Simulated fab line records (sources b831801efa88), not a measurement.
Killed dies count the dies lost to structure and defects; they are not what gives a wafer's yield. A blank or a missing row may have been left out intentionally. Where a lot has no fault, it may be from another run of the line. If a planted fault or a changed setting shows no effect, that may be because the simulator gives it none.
A struck lot beside a sound one ; flow sky130 ; 35 out of 708 route steps
Sound: wafers L383.1, L383.3, L383.5. Struck: wafers L387.3, L387.5. (L387.4 of the same lot was not struck and is left out.) The cause comes at the end.
For every step that has rows: the tool of each side, followed by ch and its chambers, followed by its first start. Under that, the readings that differ: sound wafers ; struck wafers ; difference of the means ; sigmas: that difference in standard deviations of wafers without a fault.
alike: readings whose means differ by less than 2 such deviations, and words and numbers that are the same on both sides. not compared: withheld readings, readings that some wafer has no value for, bounds like >300 that may hide the same value, and numbers for which the record gives no deviation and whose values overlap.
The two part at a step that has a row with sigmas, a row that says differs or no value, or rows on one side only. Numbers that don't overlap but have no deviation are shown without sigmas and don't part them. Lack of a reading on every wafer of one side parts them only where that side has two or more wafers.

first, 5 steps without rows for these wafers: SKY_METAL5_SOFTBAKE_10 (time 60 s); SKY_METAL5_EXPOSE_11 (exposes mask MM5, target cd 1600 nm); SKY_METAL5_PEB_12; SKY_METAL5_DEVELOP_13 (develop time 60 s); SKY_METAL5_DESCUM_14 (chemistry O2, time 11 s).
SKY_METAL5_METAL_ETCH_15: etches the open film in Cl2/BCl3, stops on SiO2, target depth 1260 nm, time 247.3 s.
  sound on rie_metal-01 ch 0, day 45 02:16; struck on rie_metal-02 ch 1, day 46 02:17
reading;sound;struck;difference;sigmas
drypump_motor_current_A (A);5.1 5.1 5.1;6.3 6.3;+1.2;+3
  alike: oes_product_au, throttle_valve_pct
  not compared: rf_hours_counter_h
SKY_METAL5_STRIP_16: strips in O2/N2.
  sound on plasma_asher-03 ch 0,1, day 45 02:30; struck on plasma_asher-04 ch 0,1, day 46 02:29
  alike: drypump_motor_current_A, oes_product_au, strip_time_to_endpoint_s
  not compared: rf_hours_counter_h
then, 3 steps without rows for these wafers: SKY_METAL5_STRIP_17 (strips in post etch residue remover, time 1200 s); SKY_METAL5_CLEAN_18 (cleans in IPA, time 180 s); SKY_METAL5_CLEAN_19 (cleans in O3/DIW).
SKY_PASSIVATION_CVD_00: deposits SiO2, target thk 90 nm.
  sound on pecvd-04 ch 0,1, day 45 03:05; struck on pecvd-01 ch 0, day 46 03:02
  alike: heater_power_w, susceptor_temp_C
SKY_PASSIVATION_THK_MEAS_01:
  struck on film_metro-01, day 46 03:05; sound on film_metro-02, day 45 03:08
  alike: PASSIVATION_CVD_00_THK
SKY_PASSIVATION_CVD_02: deposits Si3N4, target thk 540 nm.
  sound on pecvd-03 ch 0,1,2, day 45 03:11; struck on pecvd-04 ch 1,2, day 46 03:07
reading;sound;struck;difference;sigmas
model.Si3N4_of_PASSIVATION_CVD_02.thk_nm (nm);535.5 546.4 543;248.5 259.1;-287.8;
  alike: heater_power_w, susceptor_temp_C
SKY_PASSIVATION_THK_MEAS_03:
  struck on film_metro-03, day 46 03:22; sound on film_metro-01, day 45 03:25
reading;sound;struck;difference;sigmas
PASSIVATION_CVD_02_THK (nm);535 546 543;249 259;-287;-37
then, 7 steps without rows for these wafers: SKY_PASSIVATION_DEHYDRATE_04 (time 60 s); SKY_PASSIVATION_HMDS_05 (prime time 60 s); SKY_PASSIVATION_COAT_06 (resist thk 3000 nm); SKY_PASSIVATION_SOFTBAKE_07; SKY_PASSIVATION_EXPOSE_08 (exposes mask NSM, target cd 3000 nm); SKY_PASSIVATION_PEB_09; SKY_PASSIVATION_DEVELOP_10 (develop time 60 s).
SKY_PASSIVATION_ETCH_11: etches the open film in CF4/O2, stops on AlCu, target depth 725 nm, time 161.1 s.
  sound on rie_diel-01 ch 0,1,3, day 45 23:49; struck on rie_diel-01 ch 0,3, day 46 22:55
reading;sound;struck;difference;sigmas
oes_product_au (a.u.);0.970 0.982 0.982;0.730 0.739;-0.244;-31
throttle_valve_pct (%);5.968 5.951 5.955;5.885 5.896;-0.068;-7
model.etch.depth_nm (nm);700.7 708.4 709.5;413.1 426.1;-286.6;
model.PASSIVATION.feature_depth_nm (nm);700.7 708.4 709.5;413.1 426.1;-286.6;
  alike: drypump_motor_current_A
  not compared: rf_hours_counter_h
SKY_PASSIVATION_STRIP_12: strips in O2/N2.
  sound on plasma_asher-01 ch 0,1, day 45 23:55; struck on plasma_asher-01 ch 1, day 46 23:04
  alike: drypump_motor_current_A, oes_product_au, strip_time_to_endpoint_s
  not compared: rf_hours_counter_h
then, 7 steps without rows for these wafers: SKY_PAD_OPEN_DEHYDRATE_00 (time 60 s); SKY_PAD_OPEN_HMDS_01 (prime time 60 s); SKY_PAD_OPEN_COAT_02 (resist thk 3000 nm); SKY_PAD_OPEN_SOFTBAKE_03; SKY_PAD_OPEN_EXPOSE_04 (exposes mask PDM, target cd 60000 nm); SKY_PAD_OPEN_PEB_05; SKY_PAD_OPEN_DEVELOP_06 (develop time 57.12 s).
SKY_PAD_OPEN_ETCH_07: etches the open film in CF4/O2, stops on AlCu, target depth 725 nm, time 161.1 s.
  sound on rie_diel-04 ch 0,1,2, day 46 19:44; struck on rie_diel-02 ch 1, day 47 18:13
reading;sound;struck;difference;sigmas
oes_product_au (a.u.);0.974 0.989 0.972;0.731 0.747;-0.239;-29
throttle_valve_pct (%);5.971 5.967 5.975;5.876 5.900;-0.083;-8
model.PAD_OPEN.feature_depth_nm (nm);700.7 708.4 701.4;413.1 426.1;-283.9;
model.etch.depth_nm (nm);700.7 708.4 701.4;413.1 426.1;-283.9;
  alike: drypump_motor_current_A
  not compared: rf_hours_counter_h
SKY_PAD_OPEN_STRIP_08: strips in O2/N2.
  sound on plasma_asher-02 ch 0,1, day 46 19:50; struck on plasma_asher-04 ch 1, day 47 18:22
reading;sound;struck;difference;sigmas
oes_product_au (a.u.);0.661 0.651 0.659;0.669 0.670;+0.012;+3
  alike: drypump_motor_current_A, strip_time_to_endpoint_s
  not compared: rf_hours_counter_h
SKY_PAD_OPEN_STRIP_09: strips in post etch residue remover, time 1200 s.
  sound on wet_bench-03 ch 2, day 46 19:56; struck on wet_bench-03 ch 2, day 47 18:25
reading;sound;struck;difference;sigmas
model.Si3N4_of_PASSIVATION_CVD_02.thk_nm (nm);535.2 546 542.6;248.1 258.7;-287.9;
then, 2 steps without rows for these wafers: SKY_PAD_OPEN_CLEAN_10 (cleans in IPA, time 180 s); SKY_PAD_OPEN_PROBE_99.

WHERE THEY PART
Earliest at SKY_METAL5_METAL_ETCH_15; latest, in this record, at SKY_PAD_OPEN_STRIP_08.

WHY: what the simulator had put in
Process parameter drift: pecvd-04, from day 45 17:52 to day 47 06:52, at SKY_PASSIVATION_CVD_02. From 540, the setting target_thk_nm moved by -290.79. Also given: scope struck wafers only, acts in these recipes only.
